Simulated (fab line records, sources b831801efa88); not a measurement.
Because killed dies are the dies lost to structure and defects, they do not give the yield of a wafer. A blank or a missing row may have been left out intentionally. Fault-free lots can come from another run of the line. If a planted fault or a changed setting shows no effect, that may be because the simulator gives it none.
Which of the tools did it? / flow sky130 / 13 lots with 39 wafers sampled at 4 steps, on a route of 708 steps

WHAT THE GAUGES SHOWED, per wafer
The record lacks any reading of a measuring or inspecting step that a usual standard deviation could be used to judge.

TOOL THAT RAN EACH LOT (tool first, then ch and the chambers of the sampled wafers, then the start)
lot=L561; SKY_LDD_LDN_IMPLANT_09=implanter-03 ch 0, day 23 06:35; SKY_VIA1_CVD_21=cvd w-01 ch 0,1, day 34 07:19; SKY_METAL2_SPUTTER_00=pvd sputter-03, day 34 07:52; SKY_METAL2_SPUTTER_02=pvd sputter-03, day 34 07:55
lot=L567; SKY_LDD_LDN_IMPLANT_09=implanter-01 ch 0, day 24 23:01; SKY_VIA1_CVD_21=cvd w-01 ch 0,1, day 35 15:22; SKY_METAL2_SPUTTER_00=pvd sputter-03, day 35 15:55; SKY_METAL2_SPUTTER_02=pvd sputter-03, day 35 15:57
lot=L568; SKY_LDD_LDN_IMPLANT_09=implanter-01 ch 0, day 25 10:09; SKY_VIA1_CVD_21=cvd w-01 ch 0,1, day 35 22:11; SKY_METAL2_SPUTTER_00=pvd sputter-03, day 35 22:46; SKY_METAL2_SPUTTER_02=pvd sputter-03, day 35 22:48
lot=L573; SKY_LDD_LDN_IMPLANT_09=implanter-02 ch 0, day 26 21:59; SKY_VIA1_CVD_21=cvd w-01 ch 1, day 37 13:07; SKY_METAL2_SPUTTER_00=pvd sputter-03, day 37 13:41; SKY_METAL2_SPUTTER_02=pvd sputter-03, day 37 13:44
lot=L575; SKY_LDD_LDN_IMPLANT_09=implanter-02 ch 0, day 28 03:00; SKY_VIA1_CVD_21=cvd w-02 ch 0,1, day 38 14:30; SKY_METAL2_SPUTTER_00=pvd sputter-01, day 38 15:04; SKY_METAL2_SPUTTER_02=pvd sputter-01, day 38 15:07
lot=L576; SKY_LDD_LDN_IMPLANT_09=implanter-03 ch 0, day 28 04:02; SKY_VIA1_CVD_21=cvd w-01 ch 0,1, day 38 19:20; SKY_METAL2_SPUTTER_00=pvd sputter-01, day 38 19:55; SKY_METAL2_SPUTTER_02=pvd sputter-01, day 38 19:58
lot=L577; SKY_LDD_LDN_IMPLANT_09=implanter-03 ch 0, day 29 03:22; SKY_VIA1_CVD_21=cvd w-02 ch 0, day 39 07:56; SKY_METAL2_SPUTTER_00=pvd sputter-01, day 39 08:35; SKY_METAL2_SPUTTER_02=pvd sputter-01, day 39 08:38
lot=L578; SKY_LDD_LDN_IMPLANT_09=implanter-01 ch 0, day 29 07:38; SKY_VIA1_CVD_21=cvd w-01 ch 0,1, day 39 15:29; SKY_METAL2_SPUTTER_00=pvd sputter-03, day 39 16:04; SKY_METAL2_SPUTTER_02=pvd sputter-03, day 39 16:06
lot=L580; SKY_LDD_LDN_IMPLANT_09=implanter-01 ch 0, day 29 12:09; SKY_VIA1_CVD_21=cvd w-01 ch 0,1, day 39 19:25; SKY_METAL2_SPUTTER_00=pvd sputter-02, day 39 20:07; SKY_METAL2_SPUTTER_02=pvd sputter-02, day 39 20:10
lot=L579; SKY_LDD_LDN_IMPLANT_09=implanter-03 ch 0, day 29 13:15; SKY_VIA1_CVD_21=cvd w-02 ch 0,1, day 39 20:02; SKY_METAL2_SPUTTER_00=pvd sputter-03, day 39 20:37; SKY_METAL2_SPUTTER_02=pvd sputter-03, day 39 20:40
lot=L581; SKY_LDD_LDN_IMPLANT_09=implanter-02 ch 0, day 29 13:54; SKY_VIA1_CVD_21=cvd w-01 ch 0,1, day 39 22:37; SKY_METAL2_SPUTTER_00=pvd sputter-02, day 39 23:12; SKY_METAL2_SPUTTER_02=pvd sputter-02, day 39 23:14
lot=L582; SKY_LDD_LDN_IMPLANT_09=implanter-02 ch 0, day 30 22:48; SKY_VIA1_CVD_21=cvd w-02 ch 0,1, day 41 01:37; SKY_METAL2_SPUTTER_00=pvd sputter-03, day 41 02:11; SKY_METAL2_SPUTTER_02=pvd sputter-03, day 41 02:14
lot=L584; SKY_LDD_LDN_IMPLANT_09=implanter-03 ch 0, day 30 23:10; SKY_VIA1_CVD_21=cvd w-01 ch 0, day 41 02:10; SKY_METAL2_SPUTTER_00=pvd sputter-01, day 41 02:45; SKY_METAL2_SPUTTER_02=pvd sputter-01, day 41 02:47
- SKY_LDD_LDN_IMPLANT_09
- SKY_VIA1_CVD_21: deposits W, target thk 270 nm, time 80.902 s.
- SKY_METAL2_SPUTTER_00: material Ti, target thk 15 nm, time 10 s.
- SKY_METAL2_SPUTTER_02: material AlCu, target thk 250 nm, time 12.93 s.

WHAT THE TOOLS THEMSELVES READ (means of the sampled wafers that have a number; where no wafer has one, the mark that the record gives instead)
SKY_LDD_LDN_IMPLANT_09.
lot=L561; tool=implanter-03; beam energy keV=14.998; dose ions cm2=1.25e+13
lot=L567; tool=implanter-01; beam energy keV=13.809; dose ions cm2=1.25e+13
lot=L568; tool=implanter-01; beam energy keV=13.812; dose ions cm2=1.25e+13
lot=L573; tool=implanter-02; beam energy keV=14.998; dose ions cm2=1.25e+13
lot=L575; tool=implanter-02; beam energy keV=14.993; dose ions cm2=1.25e+13
lot=L576; tool=implanter-03; beam energy keV=14.995; dose ions cm2=1.25e+13
lot=L577; tool=implanter-03; beam energy keV=14.996; dose ions cm2=1.25e+13
lot=L578; tool=implanter-01; beam energy keV=15.000; dose ions cm2=1.25e+13
lot=L580; tool=implanter-01; beam energy keV=15.007; dose ions cm2=1.25e+13
lot=L579; tool=implanter-03; beam energy keV=14.999; dose ions cm2=1.25e+13
lot=L581; tool=implanter-02; beam energy keV=14.999; dose ions cm2=1.25e+13
lot=L582; tool=implanter-02; beam energy keV=15.002; dose ions cm2=1.25e+13
lot=L584; tool=implanter-03; beam energy keV=14.997; dose ions cm2=1.25e+13

SKY_VIA1_CVD_21.
lot=L561; tool=cvd w-01; chamber pressure Torr (Torr)=39.95; heater power w (W)=857
lot=L567; tool=cvd w-01; chamber pressure Torr (Torr)=40.11; heater power w (W)=856
lot=L568; tool=cvd w-01; chamber pressure Torr (Torr)=40.07; heater power w (W)=860
lot=L573; tool=cvd w-01; chamber pressure Torr (Torr)=39.93; heater power w (W)=830
lot=L575; tool=cvd w-02; chamber pressure Torr (Torr)=39.92; heater power w (W)=886
lot=L576; tool=cvd w-01; chamber pressure Torr (Torr)=40.11; heater power w (W)=851
lot=L577; tool=cvd w-02; chamber pressure Torr (Torr)=39.97; heater power w (W)=842
lot=L578; tool=cvd w-01; chamber pressure Torr (Torr)=39.93; heater power w (W)=861
lot=L580; tool=cvd w-01; chamber pressure Torr (Torr)=40.02; heater power w (W)=855
lot=L579; tool=cvd w-02; chamber pressure Torr (Torr)=39.97; heater power w (W)=857
lot=L581; tool=cvd w-01; chamber pressure Torr (Torr)=40.04; heater power w (W)=841
lot=L582; tool=cvd w-02; chamber pressure Torr (Torr)=40.05; heater power w (W)=875
lot=L584; tool=cvd w-01; chamber pressure Torr (Torr)=39.97; heater power w (W)=864

SKY_METAL2_SPUTTER_00.
lot=L561; tool=pvd sputter-03; chamber pressure pa (Pa)=0.4007; throttle valve pct (%)=28.9
lot=L567; tool=pvd sputter-03; chamber pressure pa (Pa)=0.3994; throttle valve pct (%)=29.1
lot=L568; tool=pvd sputter-03; chamber pressure pa (Pa)=0.4003; throttle valve pct (%)=30.6
lot=L573; tool=pvd sputter-03; chamber pressure pa (Pa)=0.4003; throttle valve pct (%)=32.1
lot=L575; tool=pvd sputter-01; chamber pressure pa (Pa)=0.4006; throttle valve pct (%)=29.9
lot=L576; tool=pvd sputter-01; chamber pressure pa (Pa)=0.3999; throttle valve pct (%)=29.9
lot=L577; tool=pvd sputter-01; chamber pressure pa (Pa)=0.3990; throttle valve pct (%)=30.4
lot=L578; tool=pvd sputter-03; chamber pressure pa (Pa)=0.4000; throttle valve pct (%)=29.2
lot=L580; tool=pvd sputter-02; chamber pressure pa (Pa)=0.3995; throttle valve pct (%)=29.8
lot=L579; tool=pvd sputter-03; chamber pressure pa (Pa)=0.3999; throttle valve pct (%)=29.2
lot=L581; tool=pvd sputter-02; chamber pressure pa (Pa)=0.4000; throttle valve pct (%)=30.0
lot=L582; tool=pvd sputter-03; chamber pressure pa (Pa)=0.3993; throttle valve pct (%)=29.9
lot=L584; tool=pvd sputter-01; chamber pressure pa (Pa)=0.4001; throttle valve pct (%)=30.1

SKY_METAL2_SPUTTER_02.
lot=L561; tool=pvd sputter-03; chamber pressure pa (Pa)=0.4003; throttle valve pct (%)=28.9
lot=L567; tool=pvd sputter-03; chamber pressure pa (Pa)=0.3995; throttle valve pct (%)=29.0
lot=L568; tool=pvd sputter-03; chamber pressure pa (Pa)=0.3999; throttle valve pct (%)=30.7
lot=L573; tool=pvd sputter-03; chamber pressure pa (Pa)=0.4006; throttle valve pct (%)=32.1
lot=L575; tool=pvd sputter-01; chamber pressure pa (Pa)=0.4001; throttle valve pct (%)=30.0
lot=L576; tool=pvd sputter-01; chamber pressure pa (Pa)=0.3991; throttle valve pct (%)=29.6
lot=L577; tool=pvd sputter-01; chamber pressure pa (Pa)=0.3991; throttle valve pct (%)=30.4
lot=L578; tool=pvd sputter-03; chamber pressure pa (Pa)=0.4000; throttle valve pct (%)=29.1
lot=L580; tool=pvd sputter-02; chamber pressure pa (Pa)=0.4002; throttle valve pct (%)=29.8
lot=L579; tool=pvd sputter-03; chamber pressure pa (Pa)=0.3999; throttle valve pct (%)=29.0
lot=L581; tool=pvd sputter-02; chamber pressure pa (Pa)=0.4005; throttle valve pct (%)=29.7
lot=L582; tool=pvd sputter-03; chamber pressure pa (Pa)=0.3998; throttle valve pct (%)=29.9
lot=L584; tool=pvd sputter-01; chamber pressure pa (Pa)=0.4003; throttle valve pct (%)=29.9

THE ANSWER, worked out from the rows above alone
Rule: the lots themselves supply what counts as usual. The widest of any qualifying gaps counts: lots, ordered by their means at a reading, are off when they make up no more than a third of the lots, leave a main group of 4 or more, and stand apart from it by 3 or more times the standard deviation of that group's means. A main group is skipped when, at the precision printed for the reading in the tables above, its means are all equal. A lot without any number at a reading at which 4 lots or more have one is off too. All remaining lots with rows at the step are treated as sound. First the gauges in route order, then the tools' own readings, where a lot's mean is used as printed above. At the first step where some lot is off, the reading lying furthest off is the one used; lots without a number count as furthest.
Off at SKY_LDD_LDN_IMPLANT_09 (beam energy keV): L567, L568. The main group: mean 14.999, standard deviation 0.0036.
If a tool, at that step or one of the process steps before it, ran each lot that is off and ran no sound lot following the first of them, it fits. Not one of the candidates tried fits.

WHAT THE SIMULATOR HAD PUT IN
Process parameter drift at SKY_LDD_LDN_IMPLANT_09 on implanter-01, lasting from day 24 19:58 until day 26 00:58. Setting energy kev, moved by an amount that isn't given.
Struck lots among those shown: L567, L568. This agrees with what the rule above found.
